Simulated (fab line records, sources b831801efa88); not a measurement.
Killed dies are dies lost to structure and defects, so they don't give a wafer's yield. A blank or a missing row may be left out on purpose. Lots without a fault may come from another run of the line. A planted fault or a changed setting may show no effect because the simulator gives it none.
Which tool did it? | flow sky130 | 14 lots, 42 wafers sampled, at 4 steps of a route of 708

WHAT THE GAUGES READ, wafer by wafer
SKY_LDD_N_OVL_MEAS_07.
lot  | measured     | on         | LDD_N_OVL (nm)
L619 | day 17 21:20 | overlay-01 | 0.5 -0.4 0.2
L620 | day 18 08:52 | overlay-01 | -1.1 -0.2 -0.6
L621 | day 18 20:08 | overlay-01 | -1.2 0.2 -1.8
L625 | day 20 03:13 | overlay-02 | -3.9 -3.0 -4.0
L628 | day 20 19:05 | overlay-01 | -1.5 -0.3 0.4
L629 | day 21 10:08 | overlay-01 | -1.3 -2.3 -2.2
L630 | day 21 16:19 | overlay-02 | 0.4 0.6 0.4
L631 | day 22 06:07 | overlay-01 | -0.2 0.0 -0.6
L632 | day 22 14:31 | overlay-01 | -1.5 -1.4 -1.1
L633 | day 22 20:19 | overlay-02 | 0.5 0.4 0.8
L639 | day 25 02:13 | overlay-02 | -0.1 0.3 -0.5
L640 | day 25 09:10 | overlay-02 | -0.5 -2.4 -0.3
L641 | day 25 17:18 | overlay-02 | -0.7 0.7 0.4
L642 | day 26 00:45 | overlay-01 | -1.0 -1.6 -1.9

SKY_LI_CONTACT_BOW_MEAS_03.
lot  | measured     | on            | LI_CONTACT_BOW (um)
L619 | day 28 05:35 | film_metro-03 | 70 53 61
L620 | day 28 13:27 | film_metro-02 | 58 43 60
L621 | day 29 01:02 | film_metro-03 | 54 50 63
L625 | day 30 06:26 | film_metro-04 | 56 47 65
L628 | day 30 19:21 | film_metro-04 | 52 63 59
L629 | day 31 08:49 | film_metro-03 | 46 54 49
L630 | day 31 14:31 | film_metro-03 | 51 62 58
L631 | day 32 01:51 | film_metro-04 | 49 45 63
L632 | day 32 10:37 | film_metro-03 | 53 51 59
L633 | day 32 15:56 | film_metro-03 | 60 50 60
L639 | day 34 15:13 | film_metro-02 | 52 53 45
L640 | day 34 20:39 | film_metro-04 | 61 59 70
L641 | day 35 03:49 | film_metro-02 | 32 46 47
L642 | day 35 11:48 | film_metro-04 | 55 44 56

WHICH TOOL RAN EACH LOT (tool, then ch and the chambers of the sampled wafers, then the start)
lot  | SKY_NWELL_DEVELOP_09              | SKY_POLY_GATE_ETCH_16
L619 | litho_track-01 ch 0, day 4 13:00  | rie_diel-02 ch 0,2,3, day 16 13:01
L620 | litho_track-04 ch 0, day 4 17:00  | rie_diel-01 ch 1,2,3, day 17 00:36
L621 | litho_track-01 ch 0, day 4 23:00  | rie_diel-04 ch 0,2,3, day 17 12:24
L625 | litho_track-02 ch 0, day 6 00:00  | rie_diel-01 ch 0,1,2, day 18 18:40
L628 | litho_track-01 ch 0, day 6 14:00  | rie_diel-01 ch 2,3, day 19 10:43
L629 | litho_track-02 ch 0, day 6 23:00  | rie_diel-01 ch 0,2,3, day 20 00:49
L630 | litho_track-02, day 7 04:00       | rie_diel-04 ch 1,3, day 20 07:08
L631 | litho_track-02, day 7 12:00       | rie_diel-01 ch 0,1, day 20 22:15
L632 | litho_track-04 ch 0, day 7 19:00  | rie_diel-01 ch 0,1,2, day 21 06:04
L633 | litho_track-02 ch 0, day 8 00:00  | rie_diel-02 ch 2,3, day 21 13:25
L639 | litho_track-02 ch 0, day 9 12:00  | rie_diel-01 ch 0,2, day 23 19:18
L640 | litho_track-02 ch 0, day 9 18:00  | rie_diel-02 ch 0,1, day 24 02:03
L641 | litho_track-04 ch 0, day 9 23:00  | rie_diel-02 ch 0,2, day 24 10:07
L642 | litho_track-02 ch 0, day 10 06:00 | rie_diel-02 ch 2,3, day 24 16:48
- SKY_NWELL_DEVELOP_09: develop time 60 s.
- SKY_POLY_GATE_ETCH_16: etches Si3N4 in CH3F/O2, stops on poly-Si, time 147.5 s, target depth 75 nm.

WHAT THE TOOLS THEMSELVES READ (means of the sampled wafers that have a number; where no wafer has one, the mark that the record gives instead)
SKY_NWELL_DEVELOP_09.
lot  | tool           | chill_plate_temp_C (C)
L619 | litho_track-01 | 22.97
L620 | litho_track-04 | 22.91
L621 | litho_track-01 | 22.93
L625 | litho_track-02 | 23.05
L628 | litho_track-01 | 23.14
L629 | litho_track-02 | 23.06
L630 | litho_track-02 | -
L631 | litho_track-02 | -
L632 | litho_track-04 | 22.94
L633 | litho_track-02 | 23.10
L639 | litho_track-02 | 22.95
L640 | litho_track-02 | 23.06
L641 | litho_track-04 | 23.07
L642 | litho_track-02 | 23.05

SKY_POLY_GATE_ETCH_16.
lot  | tool        | drypump_motor_current_A (A) | oes_product_au (a.u.) | throttle_valve_pct (%)
L619 | rie_diel-02 | 5.9                         | 0.645                 | 10.535
L620 | rie_diel-01 | 5.2                         | 0.640                 | 10.538
L621 | rie_diel-04 | 6.1                         | 0.637                 | 10.533
L625 | rie_diel-01 | 5.5                         | 0.639                 | 10.541
L628 | rie_diel-01 | 5.0                         | 0.644                 | 10.538
L629 | rie_diel-01 | 5.3                         | 0.640                 | 10.536
L630 | rie_diel-04 | 5.8                         | 0.637                 | 10.537
L631 | rie_diel-01 | 5.7                         | 0.642                 | 10.537
L632 | rie_diel-01 | 5.5                         | 0.638                 | 10.532
L633 | rie_diel-02 | 5.9                         | 0.640                 | 10.539
L639 | rie_diel-01 | 5.6                         | 0.641                 | 10.531
L640 | rie_diel-02 | 5.8                         | 0.641                 | 10.533
L641 | rie_diel-02 | 5.6                         | 0.641                 | 10.537
L642 | rie_diel-02 | 5.7                         | 0.635                 | 10.529

THE ANSWER, worked out from the rows above alone
Rule: what is usual is taken from the lots themselves. Put in order of their means at a reading, lots are off if they are a third of the lots or fewer, leave a main group of 4 or more, and stand apart from it by a gap of 3 or more times the standard deviation of the main group's means; of several such gaps the widest counts. A main group whose means are all the same, to the digits that the tables above print for the reading, isn't used. A lot without any number at a reading at which 4 lots or more have one is off too. The other lots that the step has rows for count as sound. The gauges are gone through in route order, then the tools' own readings, and for those a lot's mean is taken as printed above. The first step at which some lot is off is used, and at that step the reading that is off furthest; a lot without a number counts as furthest.
Off: L630, L631, at SKY_NWELL_DEVELOP_09 (chill_plate_temp_C). Without a number there: L630, L631. The main group: mean 23.02 C, standard deviation 0.072.
A tool fits if, at that step or a process step before it, it ran every lot that is off, and no sound lot after the first of them. None of those tried fits.

WHAT THE SIMULATOR HAD PUT IN
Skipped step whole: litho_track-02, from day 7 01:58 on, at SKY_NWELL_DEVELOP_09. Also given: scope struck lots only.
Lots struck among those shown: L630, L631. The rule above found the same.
